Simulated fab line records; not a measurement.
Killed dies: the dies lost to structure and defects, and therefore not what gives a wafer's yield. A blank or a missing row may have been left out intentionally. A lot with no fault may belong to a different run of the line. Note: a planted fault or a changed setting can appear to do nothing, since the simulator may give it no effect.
Lot-split experiment || flow sky130 || 23 wafers read across 5 lots, on a route 708 steps long

== THE SPLIT ITSELF ==
At SKY_VT_ADJUST_LVTN_SOFTBAKE_03, the setting temp-c was moved away from the recipe's 110 C on 7 of the 23 wafers read, by -2.8% to +2.6%. All remaining wafers had this setting at the recipe value.

== FROM THE SPLIT TO THE READING: what the file shows between them, 2 steps ==
- SKY_VT_ADJUST_LVTN_EXPOSE_04: exposes mask NWM COMPLEMENT LESS NATIVE, target cd 840 nm
- SKY_VT_ADJUST_LVTN_PEB_05

== THE READING ==
coat_of_VT_ADJUST_LVTN_COAT_02.thk-nm (the simulator's own value, which no gauge read), in nm, at SKY_VT_ADJUST_LVTN_DEVELOP_06 (develop time 60 s). The file gives no usual value for it. Here, 16 wafers ran the recipe; their average is 3036 nm with a standard deviation of 6.2 nm.

{"wafer": "L075.1", "tool, chamber at the split": "litho-track-04, 0", "temp-c as run, C": 112.9, "against the recipe": "+2.6%", "coat_of_VT_ADJUST_LVTN_COAT_02.thk-nm, nm": 2998, "against lot-mates on the recipe": -44}
{"wafer": "L075.2", "tool, chamber at the split": "litho-track-04, 0", "temp-c as run, C": 110, "against the recipe": "recipe", "coat_of_VT_ADJUST_LVTN_COAT_02.thk-nm, nm": 3045, "against lot-mates on the recipe": "-"}
{"wafer": "L075.4", "tool, chamber at the split": "litho-track-04, 0", "temp-c as run, C": 112.9, "against the recipe": "+2.6%", "coat_of_VT_ADJUST_LVTN_COAT_02.thk-nm, nm": 3002, "against lot-mates on the recipe": -40}
{"wafer": "L075.5", "tool, chamber at the split": "litho-track-04, 0", "temp-c as run, C": 110, "against the recipe": "recipe", "coat_of_VT_ADJUST_LVTN_COAT_02.thk-nm, nm": 3044, "against lot-mates on the recipe": "-"}
{"wafer": "L075.6", "tool, chamber at the split": "litho-track-04, 0", "temp-c as run, C": 110, "against the recipe": "recipe", "coat_of_VT_ADJUST_LVTN_COAT_02.thk-nm, nm": 3038, "against lot-mates on the recipe": "-"}
{"wafer": "L078.1", "tool, chamber at the split": "litho-track-04, 0", "temp-c as run, C": 110, "against the recipe": "recipe", "coat_of_VT_ADJUST_LVTN_COAT_02.thk-nm, nm": 3036, "against lot-mates on the recipe": "-"}
{"wafer": "L078.4", "tool, chamber at the split": "litho-track-04, 0", "temp-c as run, C": 110, "against the recipe": "recipe", "coat_of_VT_ADJUST_LVTN_COAT_02.thk-nm, nm": 3030, "against lot-mates on the recipe": "-"}
{"wafer": "L078.6", "tool, chamber at the split": "litho-track-04, 0", "temp-c as run, C": 110, "against the recipe": "recipe", "coat_of_VT_ADJUST_LVTN_COAT_02.thk-nm, nm": 3033, "against lot-mates on the recipe": "-"}
{"wafer": "L079.1", "tool, chamber at the split": "litho-track-03, 0", "temp-c as run, C": 106.9, "against the recipe": "-2.8%", "coat_of_VT_ADJUST_LVTN_COAT_02.thk-nm, nm": 3057, "against lot-mates on the recipe": "+23"}
{"wafer": "L079.3", "tool, chamber at the split": "litho-track-03, 0", "temp-c as run, C": 110, "against the recipe": "recipe", "coat_of_VT_ADJUST_LVTN_COAT_02.thk-nm, nm": 3034, "against lot-mates on the recipe": "-"}
{"wafer": "L079.4", "tool, chamber at the split": "litho-track-03, 0", "temp-c as run, C": 110, "against the recipe": "recipe", "coat_of_VT_ADJUST_LVTN_COAT_02.thk-nm, nm": 3034, "against lot-mates on the recipe": "-"}
{"wafer": "L079.5", "tool, chamber at the split": "litho-track-03, 0", "temp-c as run, C": 106.9, "against the recipe": "-2.8%", "coat_of_VT_ADJUST_LVTN_COAT_02.thk-nm, nm": 3051, "against lot-mates on the recipe": "+17"}
{"wafer": "L079.6", "tool, chamber at the split": "litho-track-03, 0", "temp-c as run, C": 106.9, "against the recipe": "-2.8%", "coat_of_VT_ADJUST_LVTN_COAT_02.thk-nm, nm": 3064, "against lot-mates on the recipe": "+30"}
{"wafer": "L084.1", "tool, chamber at the split": "litho-track-03, 0", "temp-c as run, C": 110, "against the recipe": "recipe", "coat_of_VT_ADJUST_LVTN_COAT_02.thk-nm, nm": 3027, "against lot-mates on the recipe": "-"}
{"wafer": "L084.3", "tool, chamber at the split": "litho-track-03, 0", "temp-c as run, C": 110, "against the recipe": "recipe", "coat_of_VT_ADJUST_LVTN_COAT_02.thk-nm, nm": 3027, "against lot-mates on the recipe": "-"}
{"wafer": "L084.4", "tool, chamber at the split": "litho-track-03, 0", "temp-c as run, C": 110, "against the recipe": "recipe", "coat_of_VT_ADJUST_LVTN_COAT_02.thk-nm, nm": 3025, "against lot-mates on the recipe": "-"}
{"wafer": "L084.5", "tool, chamber at the split": "litho-track-03, 0", "temp-c as run, C": 109, "against the recipe": "-0.9%", "coat_of_VT_ADJUST_LVTN_COAT_02.thk-nm, nm": 3031, "against lot-mates on the recipe": "+5"}
{"wafer": "L084.6", "tool, chamber at the split": "litho-track-03, 0", "temp-c as run, C": 109, "against the recipe": "-0.9%", "coat_of_VT_ADJUST_LVTN_COAT_02.thk-nm, nm": 3033, "against lot-mates on the recipe": "+7"}
{"wafer": "L085.1", "tool, chamber at the split": "litho-track-01, 0", "temp-c as run, C": 110, "against the recipe": "recipe", "coat_of_VT_ADJUST_LVTN_COAT_02.thk-nm, nm": 3040, "against lot-mates on the recipe": "-"}
{"wafer": "L085.2", "tool, chamber at the split": "litho-track-01, 0", "temp-c as run, C": 110, "against the recipe": "recipe", "coat_of_VT_ADJUST_LVTN_COAT_02.thk-nm, nm": 3041, "against lot-mates on the recipe": "-"}
{"wafer": "L085.3", "tool, chamber at the split": "litho-track-01, 0", "temp-c as run, C": 110, "against the recipe": "recipe", "coat_of_VT_ADJUST_LVTN_COAT_02.thk-nm, nm": 3042, "against lot-mates on the recipe": "-"}
{"wafer": "L085.4", "tool, chamber at the split": "litho-track-01, 0", "temp-c as run, C": 110, "against the recipe": "recipe", "coat_of_VT_ADJUST_LVTN_COAT_02.thk-nm, nm": 3034, "against lot-mates on the recipe": "-"}
{"wafer": "L085.6", "tool, chamber at the split": "litho-track-01, 0", "temp-c as run, C": 110, "against the recipe": "recipe", "coat_of_VT_ADJUST_LVTN_COAT_02.thk-nm, nm": 3043, "against lot-mates on the recipe": "-"}

THE FIT
A straight line over all 23 wafers: coat_of_VT_ADJUST_LVTN_COAT_02.thk-nm changes by -9.58 nm for each +1% of temp-c; r = -0.87; the points scatter about the line by 7.4 nm.
The same after taking each lot's own level away (the mean of its wafers on the recipe; 23 wafers): -11.3 nm for each +1%; r = -0.94; scatter 5.4 nm.
On that fit, the largest move of temp-c shifts the reading by 32 nm.
Measured against the standard deviation above, the lots' own levels, which go from 3026.3 to 3042.3 nm, span 2.6 times it.
Hence the slope depends on the lot-to-lot level, as the two fits are not the same.
Check: with one of the wafers moved furthest among these (-2.8%) left out of the fit, the line predicts +30.9 nm for it against its lot-mates. It came out at +23 nm against them.

== FURTHER SPLITS ON THESE WAFERS ==
Note: prior to the reading, these wafers also went through further splits. Each is held against what the fit with the lots' levels taken away leaves over:
{"other split on the same wafers": "SKY_FIELD_ISO_OXIDATION_01 ox-time-s", "wafers away from the commonest value": 15, "r with coat_of_VT_ADJUST_LVTN_COAT_02.thk-nm (lot level and that fit taken away)": "+0.10"}
{"other split on the same wafers": "SKY_FIELD_ISO_EXPOSE_10 dose-mj", "wafers away from the commonest value": 6, "r with coat_of_VT_ADJUST_LVTN_COAT_02.thk-nm (lot level and that fit taken away)": "+0.47"}
{"other split on the same wafers": "SKY_NWELL_IMPLANT_11 energy-kev", "wafers away from the commonest value": 11, "r with coat_of_VT_ADJUST_LVTN_COAT_02.thk-nm (lot level and that fit taken away)": "+0.04"}
{"other split on the same wafers": "SKY_NWELL_SOFTBAKE_19 temp-c", "wafers away from the commonest value": 11, "r with coat_of_VT_ADJUST_LVTN_COAT_02.thk-nm (lot level and that fit taken away)": -0.20}
{"other split on the same wafers": "SKY_VT_ADJUST_HVTP_DEVELOP_06 dev-temp-c", "wafers away from the commonest value": 12, "r with coat_of_VT_ADJUST_LVTN_COAT_02.thk-nm (lot level and that fit taken away)": "+0.32"}

== THE WHOLE CHAIN: every reading that the file lists as answering this split, in the file's order ==
{"step": "SKY_VT_ADJUST_LVTN_DEVELOP_06", "what it does": "develop time 60 s", "reading": "coat_of_VT_ADJUST_LVTN_COAT_02.thk-nm (the simulator's own value, which no gauge read)", "change (the file's fit)": "-11.7 nm for each +1% of the setting", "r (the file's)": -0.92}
{"step": "SKY_VT_ADJUST_LVTN_STRIP_09", "what it does": "strips in O2/N2", "reading": "strip-time-to-endpoint-s", "change (the file's fit)": "withheld for each +1% of the setting", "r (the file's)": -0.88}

== FILE'S OWN FIT ==
coat_of_VT_ADJUST_LVTN_COAT_02.thk-nm changes by -11.7 nm for each +1% of temp-c, r = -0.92.
